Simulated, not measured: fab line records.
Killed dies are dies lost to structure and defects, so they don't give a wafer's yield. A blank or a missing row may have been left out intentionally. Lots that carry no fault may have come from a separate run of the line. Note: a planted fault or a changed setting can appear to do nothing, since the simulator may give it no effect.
Chamber matching || flow gf180mcu || GF_V5_CMP_26 on cmp-01: 4 sister chambers
The step polishes, stops on SiO2, t overpolish 15 s, target thk 0 nm. 7 wafers are shown with their chamber, then 8 later ones without.

## WAFERS PAIRED WITH THEIR CHAMBERS
{"wafer": "L462.3", "chamber": 0, "motorCurrentA (A)": 11.2, "timeToEndpointS (s)": 90}
{"wafer": "L466.1", "chamber": 3, "motorCurrentA (A)": 11.1, "timeToEndpointS (s)": 87}
{"wafer": "L466.3", "chamber": 1, "motorCurrentA (A)": 11.6, "timeToEndpointS (s)": 90}
{"wafer": "L471.1", "chamber": 2, "motorCurrentA (A)": 10.6, "timeToEndpointS (s)": 83}
{"wafer": "L471.3", "chamber": 3, "motorCurrentA (A)": 10.6, "timeToEndpointS (s)": 79}
{"wafer": "L471.6", "chamber": 1, "motorCurrentA (A)": 11.2, "timeToEndpointS (s)": 87}
{"wafer": "L479.2", "chamber": 2, "motorCurrentA (A)": 10.0, "timeToEndpointS (s)": 86}

## WAFERS WITHOUT THEIR CHAMBER
{"wafer": "L479.3", "motorCurrentA (A)": 11.5, "timeToEndpointS (s)": 87}
{"wafer": "L479.4", "motorCurrentA (A)": 10.8, "timeToEndpointS (s)": 87}
{"wafer": "L483.2", "motorCurrentA (A)": 10.2, "timeToEndpointS (s)": 84}
{"wafer": "L483.4", "motorCurrentA (A)": 10.9, "timeToEndpointS (s)": 90}
{"wafer": "L483.6", "motorCurrentA (A)": 9.9, "timeToEndpointS (s)": 84}
{"wafer": "L484.3", "motorCurrentA (A)": 11.4, "timeToEndpointS (s)": 92}
{"wafer": "L484.5", "motorCurrentA (A)": 11.9, "timeToEndpointS (s)": 87}
{"wafer": "L484.6", "motorCurrentA (A)": 11.3, "timeToEndpointS (s)": 89}

## EACH ONE'S CHAMBER
{"wafer": "L479.3", "from the rows above": "can't be placed: 1 or 0 or 3", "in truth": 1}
{"wafer": "L479.4", "from the rows above": "can't be placed: 3 or 0 or 2 or 1", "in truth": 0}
{"wafer": "L483.2", "from the rows above": "can't be placed: 2 or 3", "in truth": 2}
{"wafer": "L483.4", "from the rows above": "can't be placed: 0 or 1 or 3 or 2", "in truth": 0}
{"wafer": "L483.6", "from the rows above": "can't be placed: 2 or 3", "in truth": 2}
{"wafer": "L484.3", "from the rows above": "can't be placed: 0 or 1", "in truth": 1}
{"wafer": "L484.5", "from the rows above": "can't be placed: 1 or 0 or 3", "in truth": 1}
{"wafer": "L484.6", "from the rows above": "can't be placed: 1 or 0 or 3", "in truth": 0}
Correctly placed: 0 of 8. These rows do not allow placing 8 (true chamber among the candidates in 8). Number placed wrongly: 0.
How it was worked out, from the rows above alone: a wafer's distance from a chamber is the root of the sum, over the readings, of the square of ((its reading less the chamber's mean) divided by the reading's scatter). If the next closest chamber is less than 2 further off than the closest, the wafer can't be placed; otherwise it belongs to the closest. The mean given for a chamber averages the wafers shown for that chamber. How the scatter is found: for the shown wafers, subtract from each reading the mean of its chamber, square and add these, divide the total by (wafers less chambers), then take the root.
